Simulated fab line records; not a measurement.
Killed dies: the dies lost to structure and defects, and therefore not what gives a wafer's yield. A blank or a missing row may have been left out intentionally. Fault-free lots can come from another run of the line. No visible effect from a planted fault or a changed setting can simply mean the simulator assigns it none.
Which tool is to blame? :: flow sky130 :: 33 wafers from 11 lots sampled at 2 of the route's 708 steps

== WHAT THE GAUGES SHOWED, per wafer ==
SKY_METAL3_OVL_MEAS_14.
lot: L506
measured: day 38 07:47
on: overlay-01
METAL3_OVL (nm): 10 10 14

lot: L505
measured: day 38 10:34
on: overlay-02
METAL3_OVL (nm): -7 -10 -1

lot: L507
measured: day 38 19:54
on: overlay-01
METAL3_OVL (nm): 4 3 -1

lot: L510
measured: day 39 22:17
on: overlay-02
METAL3_OVL (nm): 7 0 4

lot: L511
measured: day 40 02:46
on: overlay-02
METAL3_OVL (nm): -1 -4 -1

lot: L516
measured: day 41 21:35
on: overlay-02
METAL3_OVL (nm): 7 3 -1

lot: L522
measured: day 43 05:59
on: overlay-02
METAL3_OVL (nm): 0 3 1

lot: L523
measured: day 43 08:34
on: overlay-02
METAL3_OVL (nm): 0 -2 -4

lot: L524
measured: day 43 13:38
on: overlay-01
METAL3_OVL (nm): 2 3 1

lot: L528
measured: day 45 02:05
on: overlay-01
METAL3_OVL (nm): -17 -7 -12

lot: L527
measured: day 45 10:26
on: overlay-02
METAL3_OVL (nm): 15 11 2

== EACH LOT AND THE TOOL THAT RAN IT (in order: tool; ch and the chambers of the sampled wafers; start) ==
lot: L506
SKY_METAL3_SPUTTER_02: pvdSputter-02, day 36 02:43

lot: L505
SKY_METAL3_SPUTTER_02: pvdSputter-02, day 36 06:54

lot: L507
SKY_METAL3_SPUTTER_02: pvdSputter-03, day 36 16:30

lot: L510
SKY_METAL3_SPUTTER_02: pvdSputter-02, day 37 18:28

lot: L511
SKY_METAL3_SPUTTER_02: pvdSputter-02, day 37 23:56

lot: L516
SKY_METAL3_SPUTTER_02: pvdSputter-02, day 39 19:33

lot: L522
SKY_METAL3_SPUTTER_02: pvdSputter-04, day 41 06:31

lot: L523
SKY_METAL3_SPUTTER_02: pvdSputter-03, day 41 08:10

lot: L524
SKY_METAL3_SPUTTER_02: pvdSputter-03, day 41 14:10

lot: L528
SKY_METAL3_SPUTTER_02: pvdSputter-03, day 43 03:35

lot: L527
SKY_METAL3_SPUTTER_02: pvdSputter-03, day 43 12:28
- SKY_METAL3_SPUTTER_02: material AlCu, target thk 735 nm, time 39.1 s.

== WHAT THE TOOLS THEMSELVES READ (means of the sampled wafers that have a number; where no wafer has one, the mark that the record gives instead) ==
SKY_METAL3_SPUTTER_02.
lot: L506
tool: pvdSputter-02
throttleValvePct (%): 29.7

lot: L505
tool: pvdSputter-02
throttleValvePct (%): 29.8

lot: L507
tool: pvdSputter-03
throttleValvePct (%): 30.7

lot: L510
tool: pvdSputter-02
throttleValvePct (%): 29.4

lot: L511
tool: pvdSputter-02
throttleValvePct (%): 29.8

lot: L516
tool: pvdSputter-02
throttleValvePct (%): 29.8

lot: L522
tool: pvdSputter-04
throttleValvePct (%): 30.0

lot: L523
tool: pvdSputter-03
throttleValvePct (%): 30.3

lot: L524
tool: pvdSputter-03
throttleValvePct (%): 30.2

lot: L528
tool: pvdSputter-03
throttleValvePct (%): 30.3

lot: L527
tool: pvdSputter-03
throttleValvePct (%): 30.5

== THE ANSWER, worked out from the rows above alone ==
Rule: what is usual is taken from the lots themselves. Put in order of their means at a reading, lots are off if they are a third of the lots or fewer, leave a main group of 4 or more, and stand apart from it by a gap of 3 or more times the standard deviation of the main group's means; of several such gaps the widest counts. Not used: any main group whose means are identical at the precision the tables above print for the reading. A lot without any number at a reading at which 4 lots or more have one is off too. Where the step has rows for the other lots, those lots are counted as sound. After the gauges, taken in route order, come the tools' own readings; for these a lot's mean is taken, as printed above. The first step at which some lot is off is used, and at that step the reading that is off furthest; a lot without a number counts as furthest.
No lot is off at any reading shown: from this, nothing can be told.

== WHAT THE SIMULATOR HAD PUT IN ==
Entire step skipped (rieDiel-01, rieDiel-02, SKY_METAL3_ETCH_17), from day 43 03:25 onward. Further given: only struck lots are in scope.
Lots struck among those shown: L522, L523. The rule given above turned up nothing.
